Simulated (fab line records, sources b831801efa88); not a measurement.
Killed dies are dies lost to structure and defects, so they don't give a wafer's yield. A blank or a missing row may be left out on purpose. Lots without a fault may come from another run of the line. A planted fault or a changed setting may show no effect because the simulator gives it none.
fab line records | flow sky130
record lots=12 wafers=36 last_day=50
route steps=708 shown FIELD_ISO@5 PWDE@54 VT_ADJUST_HVTP@94 PAD_OPEN@708
lots that met no fault: from a run of the same line without faults
start_h: hours from the record's first day to the start of the lot's first wafer shown | wait_h: hours since the lot's step before | " the same as in the row above | L1.1+2: a row that stands for several wafers | - no value, or no start given | * or withheld: withheld | < > ~ a bound
route shown NAME@n: a module of which the file shows steps, and the number in the route of the first | usual: mean/standard deviation of fault-free wafers | same: alike in all rows | chamber/n: place in a boat | sites: the reading at each site | _std_site: their standard deviation | _edge_site: outer sites' mean less inner sites' | radius_mm: how far each site lies from the wafer's centre | mask NAME#n: copy n | behind: the tool/chamber that last shaped the wafer | hold: why the lot was held/for how many hours/how that ended | device: the transistor (n, p or np) that didn't switch | end of line: the same wafers' tests at the end of the route | a step without rows: its recipe alone | killed: dies lost to structure and defects at the first sort, not the wafer's yield | map: a wafer's dies, x killed, . not, _ none there
set.NAME: the setting as run; set.NAME@STEP: as run at that earlier step | model.NAME: the simulator's own value behind a step, which no gauge read
steps of the route over a sample of lots; a table a step, a row a wafer
services: from which hour (start_h, from the record's first day; less than 0 if before it) a tool's chamber was out of use, for how many hours, and why
## steps
# step SKY_FIELD_ISO_THK_MEAS_04
# recipe reads=Si3N4_of_FIELD_ISO_CVD_03
# usual FIELD_ISO_CVD_03_THK=162.0/1.3
# columns lot.wafer tool chamber start_h wait_h FIELD_ISO_CVD_03_THK[nm]
L370.1 film_metro-02 - 33.58 0.0 160.8
L370.5 " - " " 160.3
L370.6 " - " " 160.8
L371.2 film_metro-01 - 40.17 0.0 164.8
L371.3 " - " " 163.6
L371.6 " - " " 163.6
L372.1 film_metro-01 - 43.48 0.0 159.6
L372.5 " - " " 159.4
L372.6 " - " " 159.3
L374.1 film_metro-03 - 53.99 0.0 162.5
L374.5 " - " " 162.7
L374.6 " - " " 160.8
L375.1 film_metro-03 - 60.34 0.0 160.3
L375.2 " - " " 162.3
L375.4 " - " " 160.8
L376.4 film_metro-03 - 64.07 0.0 163.5
L376.5 " - " " 162.1
L376.6 " - " " 162.8
L378.1 film_metro-03 - 74.53 0.0 160.3
L378.2 " - " " 159.8
L378.6 " - " " 161.8
L379.3 film_metro-01 - 79.85 0.0 161.2
L379.5 " - " " 162.9
L379.6 " - " " 161.6
L381.1 film_metro-02 - 91.93 0.0 162.8
L381.3 " - " " 163.9
L381.5 " - " " 162.2
L382.1 film_metro-02 - 98.20 0.0 162.0
L382.2 " - " " 160.4
L382.4 " - " " 161.8
L387.2 film_metro-01 - 119.88 0.0 163.3
L387.4 " - " " 164.9
L387.6 " - " " 164.4
L388.1 film_metro-03 - 125.27 0.0 161.6
L388.4 " - " " 160.8
L388.6 " - " " 161.5
# step SKY_FIELD_ISO_CD_MEAS_13
# recipe target_cd_nm=150
# usual cd_nm=150.1/1.4
# columns lot.wafer tool chamber start_h wait_h cd_nm
L370.1 cd_sem-01 - 48.65 - 150.5
L370.5 " - " " 149.9
L370.6 " - " " 152.1
L371.2 cd_sem-02 - 55.47 - 151.1
L371.3 " - " " 151.0
L371.6 " - " " 152.0
L372.1 cd_sem-02 - 58.85 - 148.1
L372.5 " - " " 147.8
L372.6 " - " " 149.4
L374.1 cd_sem-02 - 70.25 - 149.8
L374.5 " - " " 148.8
L374.6 " - " " 148.5
L375.1 cd_sem-01 - 77.04 - 147.1
L375.2 " - " " 147.5
L375.4 " - " " 150.2
L376.4 cd_sem-01 - 80.31 - 148.6
L376.5 " - " " 150.0
L376.6 " - " " 149.6
L378.1 cd_sem-01 - 91.33 - 152.6
L378.2 " - " " 152.7
L378.6 " - " " 153.6
L379.3 cd_sem-01 - 97.03 - 151.7
L379.5 " - " " 151.7
L379.6 " - " " 150.8
L381.1 cd_sem-01 - 109.45 - 150.3
L381.3 " - " " 149.3
L381.5 " - " " 151.5
L382.1 cd_sem-02 - 114.89 - 150.5
L382.2 " - " " 149.8
L382.4 " - " " 151.4
L387.2 cd_sem-02 - 138.05 - 151.4
L387.4 " - " " 150.8
L387.6 " - " " 149.1
L388.1 cd_sem-02 - 143.48 - 147.8
L388.4 " - " " 149.4
L388.6 " - " " 150.5
# step SKY_PWDE_STRIP_09
# recipe chemistry=O2/N2 power_w=1400 pressure_mtorr=1500 platen_temp_c=withheld o2_flow_sccm=3000 n2_flow_sccm=300 overash_fraction=0.5
# usual drypump_motor_current_A=5.38/0.2 oes_product_au=0.722/0.0044 strip_time_to_endpoint_s=36.93/0.11
# columns lot.wafer tool chamber start_h wait_h drypump_motor_current_A oes_product_au rf_hours_counter_h strip_time_to_endpoint_s
L370.1 plasma_asher-04 1 89.53 0.1 5.00 0.723 28 37.05
L370.5 " 0 " " 5.34 0.725 - 37.17
L370.6 " 1 " " 4.99 0.722 - 37.16
L371.2 plasma_asher-04 0 95.53 0.1 5.36 0.719 28 36.99
L371.3 " 1 " " 5.01 0.720 - 36.94
L371.6 " 0 " " 5.30 0.725 - 36.88
L372.1 plasma_asher-01 0 99.23 0.1 5.46 0.720 43 36.95
L372.5 " 1 " " 5.46 0.713 - 36.87
L372.6 " 0 " " 5.44 0.722 - 36.88
L374.1 plasma_asher-04 1 115.48 0.1 5.00 0.726 30 36.75
L374.5 " 1 " " 5.00 0.723 - 36.71
L374.6 " 0 " " 5.34 0.719 - 36.66
L375.1 plasma_asher-01 0 122.13 0.1 5.45 0.734 0 36.90
L375.2 " 1 " " 5.45 0.718 0 36.86
L375.4 " 1 " " 5.47 0.721 - 36.89
L376.4 plasma_asher-04 1 122.46 0.1 5.02 0.724 - 36.86
L376.5 " 1 " " 4.98 0.723 - 36.92
L376.6 " 0 " " 5.36 0.721 - 36.89
L378.1 plasma_asher-01 1 143.63 0.1 5.46 0.717 2 37.00
L378.2 " 0 " " 5.42 0.726 2 36.89
L378.6 " 0 " " 5.45 0.722 - 36.89
L379.3 plasma_asher-02 1 157.96 0.1 5.47 0.717 - 36.89
L379.5 " 1 " " 5.48 0.716 - 37.01
L379.6 " 0 " " 5.60 0.713 - 36.85
L381.1 plasma_asher-04 0 163.13 0.1 5.33 0.721 35 36.86
L381.3 " 0 " " 5.33 0.719 - 36.82
L381.5 " 1 " " 4.99 0.721 - 36.82
L382.1 plasma_asher-01 0 163.28 0.1 5.41 0.714 4 37.02
L382.2 " 1 " " 5.47 0.716 4 37.00
L382.4 " 0 " " 5.43 0.726 - 37.00
L387.2 plasma_asher-01 0 185.68 0.1 5.44 0.725 7 37.01
L387.4 " 1 " " 5.48 0.724 - 37.03
L387.6 " 0 " " 5.45 0.723 - 36.91
L388.1 plasma_asher-04 0 192.03 0.1 5.32 0.723 38 36.92
L388.4 " 0 " " 5.31 0.726 - 36.88
L388.6 " 1 " " 5.03 0.724 - 36.86
# step SKY_VT_ADJUST_HVTP_IMPLANT_09
# recipe species=As energy_kev=150 dose_cm2=4.3e+12 tilt_deg=withheld
# usual beam_energy_keV=150.01/0.038
# same implant_ion_amu=75
# columns lot.wafer tool chamber start_h wait_h beam_energy_keV
L370.1 implanter-04 0 144.73 0.0 149.95
L370.5 " 0 " " 150.00
L370.6 " 0 " " 149.94
L371.2 implanter-04 0 150.23 0.0 150.03
L371.3 " 0 " " 150.02
L371.6 " 0 " " 149.99
L372.1 implanter-04 0 155.30 0.0 150.04
L372.5 " 0 " " 150.10
L372.6 " 0 " " 150.05
L374.1 implanter-04 0 173.20 0.0 150.04
L374.5 " 0 " " 149.96
L374.6 " 0 " " 149.97
L375.1 implanter-03 0 182.50 0.0 150.01
L375.2 " 0 " " 150.01
L375.4 " 0 " " 149.92
L376.4 implanter-04 0 182.89 0.1 150.06
L376.5 " 0 " " 150.03
L376.6 " 0 " " 150.05
L378.1 implanter-02 0 205.68 0.0 149.97
L378.2 " 0 " " 150.05
L378.6 " 0 " " 150.10
L379.3 implanter-04 0 223.90 0.1 133.79
L379.5 " 0 " " 133.79
L379.6 " 0 " " 133.79
L381.1 implanter-04 0 227.45 0.0 133.84
L381.3 " 0 " " 133.86
L381.5 " 0 " " 133.83
L382.1 implanter-03 0 228.35 0.0 149.98
L382.2 " 0 " " 149.95
L382.4 " 0 " " 150.02
L387.2 implanter-02 0 255.01 0.0 149.96
L387.4 " 0 " " 150.02
L387.6 " 0 " " 149.95
L388.1 implanter-02 0 262.25 0.0 150.00
L388.4 " 0 " " 149.98
L388.6 " 0 " " 150.02
# step SKY_VT_ADJUST_HVTP_TW_MEAS_11
# usual VT_ADJUST_HVTP_TW=1352/16
# columns lot.wafer tool chamber start_h wait_h hold VT_ADJUST_HVTP_TW
L370.1 film_metro-02 - 144.98 0.1 - 1360
L370.5 " - " " - 1354
L370.6 " - " " - 1354
L371.2 film_metro-02 - 150.46 0.1 - 1354
L371.3 " - " " - 1351
L371.6 " - " " - 1356
L372.1 film_metro-01 - 155.55 0.1 - 1334
L372.5 " - " " - 1338
L372.6 " - " " - 1333
L374.1 film_metro-01 - 173.45 0.1 - 1336
L374.5 " - " " - 1335
L374.6 " - " " - 1339
L375.1 film_metro-01 - 182.75 0.1 - 1337
L375.2 " - " " - 1333
L375.4 " - " " - 1338
L376.4 film_metro-02 - 183.10 0.1 - 1349
L376.5 " - " " - 1349
L376.6 " - " " - 1354
L378.1 film_metro-02 - 205.93 0.1 - 1363
L378.2 " - " " - 1355
L378.6 " - " " - 1367
L379.3 film_metro-02 - 224.12 0.1 - 1309
L379.5 " - " " - 1308
L379.6 " - " " - 1311
L381.1 film_metro-01 - 227.70 0.1 await_dispo/0.2h/release 1282
L381.3 " - " " await_dispo/0.2h/release 1284
L381.5 " - " " await_dispo/0.2h/release 1279
L381.1 film_metro-01 - 228.04 0.3 - 1286
L381.3 " - " " - 1279
L381.5 " - " " - 1289
L382.1 film_metro-01 - 228.60 0.1 - 1326
L382.2 " - " " - 1318
L382.4 " - " " - 1331
L387.2 film_metro-01 - 255.24 0.1 - 1330
L387.4 " - " " - 1332
L387.6 " - " " - 1323
L388.1 film_metro-02 - 262.50 0.1 - 1346
L388.4 " - " " - 1350
L388.6 " - " " - 1354
# step SKY_PAD_OPEN_PROBE_99
# usual killed_at_M0_to_M3=42/6.7 killed_at_M4_up=3.4/2 killed_at_contacts=24/5.1 killed_at_front_end=14/4.2 killed_at_other=0.2/0.49 killed_dies=84/8.4 killed_open=46/7 killed_short=39/5.8
# same gross_dies=492 killed_at_back_side=0
# columns lot.wafer tool chamber start_h wait_h killed_at_M0_to_M3 killed_at_M4_up killed_at_contacts killed_at_front_end killed_at_other killed_dies killed_open killed_short
L378.1 prober-02 - 1156.42 0.1 57 5 21 4 1 88 43 45
L378.2 prober-02 - 1156.47 0.1 53 8 15 18 0 94 50 44
L378.6 prober-02 - 1156.67 0.2 45 5 14 13 0 77 49 28
# killed by level:class
L378.1 VIA3:geometric_particle:open=10 VIA1:geometric_particle:open=9 VIA1:geometric_particle:short=9 LI_CONTACT:geometric_particle:open=7 CONTACT:geometric_particle:open=6 METAL1:geometric_particle:short=6 METAL2:geometric_particle:short=6 CONTACT:geometric_particle:short=5
L378.2 VIA1:geometric_particle:open=13 METAL2:geometric_particle:short=9 METAL1:geometric_particle:short=8 CONTACT:geometric_particle:open=6 VIA3:geometric_particle:open=6 LI_CONTACT:geometric_particle:open=5 VIA2:geometric_particle:open=5 METAL4:geometric_particle:short=5
L378.6 VIA3:geometric_particle:open=12 LI_CONTACT:geometric_particle:open=8 VIA1:geometric_particle:open=8 METAL2:geometric_particle:short=6 FIELD_ISO:geometric_particle:short=5 VIA2:geometric_particle:open=5 CONTACT:geometric_particle:open=4 FIELD_ISO:geometric_particle:open=3
## services
# columns tool chamber start_h hours kind
plasma_asher-01 - 93.36 2.8 pm
plasma_asher-01 - 108.75 9.0 pm
plasma_asher-01 0 108.75 9.0 vent_cycle
plasma_asher-01 1 108.75 9.0 vent_cycle
plasma_asher-01 0 117.75 - clean
plasma_asher-01 1 117.75 - clean
implanter-04 - 139.47 1.2 repair
plasma_asher-02 - 158.28 8.8 repair
implanter-02 - 185.39 3.7 repair
implanter-02 - 186.50 4.1 repair
plasma_asher-02 - 191.94 1.1 repair
implanter-04 - 199.06 9.6 repair
implanter-04 - 229.86 1.6 repair
implanter-04 - 233.16 2.6 pm
implanter-03 - 254.54 4.0 pm
## key
first_sign step=SKY_VT_ADJUST_HVTP_IMPLANT_09 reading=beam_energy_keV direction=down sigmas=99+ usual=* struck=*
effect step=SKY_VT_ADJUST_HVTP_TW_MEAS_11 reading=visit direction=added
met_at SKY_VT_ADJUST_HVTP_IMPLANT_09
struck_lots L379,L381
tester_left_out L379,L381
not_acting_at SKY_FIELD_ISO_THK_MEAS_04,SKY_FIELD_ISO_CD_MEAS_13,SKY_PWDE_STRIP_09
onset_between 182.89 223.90
fault kind=process_parameter_drift tool=implanter-04 chamber=- onset_h=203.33 steps=SKY_VT_ADJUST_HVTP_IMPLANT_09 channel=energy_kev offset=* shape=step end_h=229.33 acts_in=* stated=*
# tester_left_out: of these lots the tester's yield and bins aren't shown, on N5 and GAA mostly nor the transistor test; their killed dies are dies lost to structure and defects alone, not to doping, threshold or leakage, so they don't give the yield
